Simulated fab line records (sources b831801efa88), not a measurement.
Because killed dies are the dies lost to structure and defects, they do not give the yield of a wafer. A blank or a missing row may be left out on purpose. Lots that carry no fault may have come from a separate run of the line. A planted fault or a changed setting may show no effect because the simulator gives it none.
Struck lot and sound lot, side by side    flow gf180mcu    19 out of 602 route steps
Sound: these wafers, L810.4, L810.5, L810.6. Struck: wafers L817.2, L817.3, L817.5. At the end, the cause is stated.
For every step that has rows: the tool of each side, followed by ch and its chambers, followed by its first start. Under that, the readings that differ: sound wafers    struck wafers    difference of the means    sigmas: that difference in standard deviations of wafers without a fault.
alike: readings with means less than 2 such deviations apart, plus words and numbers identical on both sides. not compared: withheld readings, readings lacking a value on some wafer, bounds such as >300 that could conceal the same value, and numbers that have no deviation in the record and whose values overlap.
Wherever a step has rows on one side only, a row that says differs or no value, or a row with sigmas, the two part there. Numbers that don't overlap but have no deviation are shown without sigmas and don't part them. Lack of a reading on every wafer of one side parts them only where that side has two or more wafers.

first, 1 step without rows for these wafers: GF_V4_CVD_00 (deposits SiO2, target thk 600 nm, time 100 s).
GF_V4_THK_MEAS_01:
  sound on film metro-01, day 24 14:58; struck on film metro-03, day 26 09:50
  alike: V4_CVD_00_THK
GF_V4_CVD_02: deposits SiO2 from TEOS, target thk 850 nm, time 94.851 s.
  sound on pecvd-03 ch 0,1,2, day 24 15:02; struck on pecvd-02 ch 0,2, day 26 09:53
  alike: heater power w
GF_V4_THK_MEAS_03:
  sound on film metro-04, day 24 15:06; struck on film metro-01, day 26 09:59
  alike: V4_CVD_02_THK
GF_V4_CMP_04: polishes SiO2.
  sound on cmp-02 ch 0,3, day 24 15:11; struck on cmp-01 ch 0,1,2, day 26 10:05
reading              sound         struck          difference  sigmas
motor current A (A)  9.9 9.5 10.4  13.3 13.8 15.8  +4.4        +2
  alike: edge zone pressure frac, time to endpoint s
GF_V4_BOW_MEAS_05:
  sound on film metro-01, day 24 15:29; struck on film metro-01, day 26 10:22
  alike: V4_BOW
then, 6 steps without rows for these wafers: GF_V4_DEHYDRATE_06 (time 60 s); GF_V4_HMDS_07 (prime time 60 s); GF_V4_COAT_08; GF_V4_COAT_09 (resist thk 1000 nm); GF_V4_SOFTBAKE_10 (time 60 s); GF_V4_EXPOSE_11 (exposes mask Via4, target cd 260 nm).
GF_V4_PEB_12: peb time 90 s.
  sound on litho track-03 ch 0, day 25 12:48; struck on litho track-01 ch 0, day 27 06:43
  alike: exhaust pa
then, 1 step without rows for these wafers: GF_V4_DEVELOP_13 (develop time 60 s).
GF_V4_CD_MEAS_14 targets a cd of 260 nm.
  sound on cd sem-01, day 25 13:07; struck on cd sem-01, day 27 07:03
reading     sound              struck             difference  sigmas
cd nm (nm)  259.5 258.5 257.6  263.4 263.6 264.6  +5.3        +4
GF_V4_OVL_MEAS_15:
  sound on overlay-01, day 25 13:11; struck on overlay-02, day 27 07:10
  alike: V4_OVL
GF_V4_ETCH_16: etches BARC in N2/H2.
  sound on rie diel-01 ch 0,1,3, day 25 13:14; struck on rie diel-03 ch 0,1,2, day 27 07:11
reading              sound            struck             difference  sigmas
model.V4.cd nm (nm)  259.5 258.3 258  261.3 263.5 264.4  +4.5        
  alike: drypump motor current A, oes product au, throttle valve pct
GF_V4_ETCH_17: etches SiO2 in C4F8/O2/Ar, stops on TiN, target depth 630 nm.
  sound: rie diel-01 ch 0,1,3; struck: rie diel-03 ch 0,1,2
  alike: oes product au
-- the record jumps here: 4 days lie between the struck wafers' starts before and after (it left off in module V4 and takes up again in module PASSIVATION, whose first step shown is number 602 of the route) --
GF_PASSIVATION_PROBE_99:
  record: rows for the struck wafers here (prober-02, day 31 15:05), none for the sound ones

WHERE THEY PART
Earliest at GF_V4_CMP_04; latest, in this record, at GF_PASSIVATION_PROBE_99.

WHY: what the simulator had put in
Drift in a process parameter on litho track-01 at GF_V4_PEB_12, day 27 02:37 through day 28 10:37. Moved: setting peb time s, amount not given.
